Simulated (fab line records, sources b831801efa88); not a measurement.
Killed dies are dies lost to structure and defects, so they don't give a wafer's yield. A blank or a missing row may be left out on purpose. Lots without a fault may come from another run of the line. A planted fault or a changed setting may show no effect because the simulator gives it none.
A struck lot beside a sound one | flow gf180mcu | 19 steps out of a route of 602
Sound: wafers L324.2, L324.3, L324.5. Struck: wafers L319.1, L319.3, L319.4. The cause comes at the end.
At each step with rows: each side's tool, then ch and its chambers, then its first start. Under that, the readings that differ: sound wafers | struck wafers | difference of the means | sigmas: that difference in standard deviations of wafers without a fault.
alike: readings whose means differ by less than 2 such deviations, and words and numbers that are the same on both sides. not compared: withheld readings, readings that some wafer has no value for, bounds like >300 that may hide the same value, and numbers for which the record gives no deviation and whose values overlap.
The two part at a step that has a row with sigmas, a row that says differs or no value, or rows on one side only. Numbers that don't overlap but have no deviation are shown without sigmas and don't part them. A reading that every wafer of one side lacks parts them only if that side has two wafers or more.

first, 3 steps without rows for these wafers: GF_HV_LDD_EXPOSE_04 (exposes mask Nplus LV AREA, target cd 400 nm); GF_HV_LDD_PEB_05; GF_HV_LDD_DEVELOP_06 (develop time 60 s).
GF_HV_LDD_CD_MEAS_07: target cd 400 nm.
  sound on cd_sem-01, day 16 11:34; struck on cd_sem-01, day 14 20:21
  alike: cd_nm
GF_HV_LDD_OVL_MEAS_08:
  sound on overlay-02, day 16 11:41; struck on overlay-01, day 14 20:28
  alike: HV_LDD_OVL
then, 1 step without rows for these wafers: GF_HV_LDD_IMPLANT_09.
GF_HV_LDD_STRIP_10: strips in O2/N2.
  sound on plasma_asher-01 ch 0,1, day 16 11:52; struck on plasma_asher-02 ch 0,1, day 14 20:39
  alike: drypump_motor_current_A, heater_power_w, oes_product_au, strip_time_to_endpoint_s
  not compared: rf_hours_counter_h
GF_HV_LDD_TW_MEAS_11:
  sound on film_metro-03, day 16 11:58; struck on film_metro-04, day 14 20:45
  alike: HV_LDD_TW
then, 4 steps without rows for these wafers: GF_HV_LDD_DEHYDRATE_12 (time 60 s); GF_HV_LDD_HMDS_13 (prime time 60 s); GF_HV_LDD_COAT_14 (resist thk 1000 nm); GF_HV_LDD_SOFTBAKE_15 (time 60 s).
GF_HV_LDD_EXPOSE_16: exposes mask Pplus LV AREA, target cd 400 nm.
  sound on iline_stepper-01 ch 0, day 16 22:55; struck on iline_stepper-02 ch 0, day 15 07:32
  reading                        | sound                   | struck               | difference | sigmas
  model.HV_LDD.overlay_x_nm (nm) | -0.1581 -0.1581 -0.1581 | -76.31 -76.31 -76.31 | -76.15     |
  alike: mask
then, 2 steps without rows for these wafers: GF_HV_LDD_PEB_17; GF_HV_LDD_DEVELOP_18 (develop time 60 s).
GF_HV_LDD_CD_MEAS_19: target cd 400 nm.
  sound on cd_sem-01, day 17 10:01; struck on cd_sem-01, day 15 18:03
  alike: cd_nm
GF_HV_LDD_OVL_MEAS_20:
  sound on overlay-01, day 17 10:07; struck on overlay-02, day 15 18:10
  reading            | sound       | struck            | difference | sigmas
  HV_LDD_01_OVL (nm) | 0.1 0.7 0.0 | -75.6 -76.7 -78.0 | -77.0      | -59
then, 1 step without rows for these wafers: GF_HV_LDD_IMPLANT_21.
GF_PASSIVATION_PROBE_99:
  the record has rows for the sound wafers here (prober-02, day 34 13:46) and none for the struck ones

WHERE THEY PART
First at GF_HV_LDD_OVL_MEAS_20; last, within this record, at GF_PASSIVATION_PROBE_99.

WHY: what the simulator had put in
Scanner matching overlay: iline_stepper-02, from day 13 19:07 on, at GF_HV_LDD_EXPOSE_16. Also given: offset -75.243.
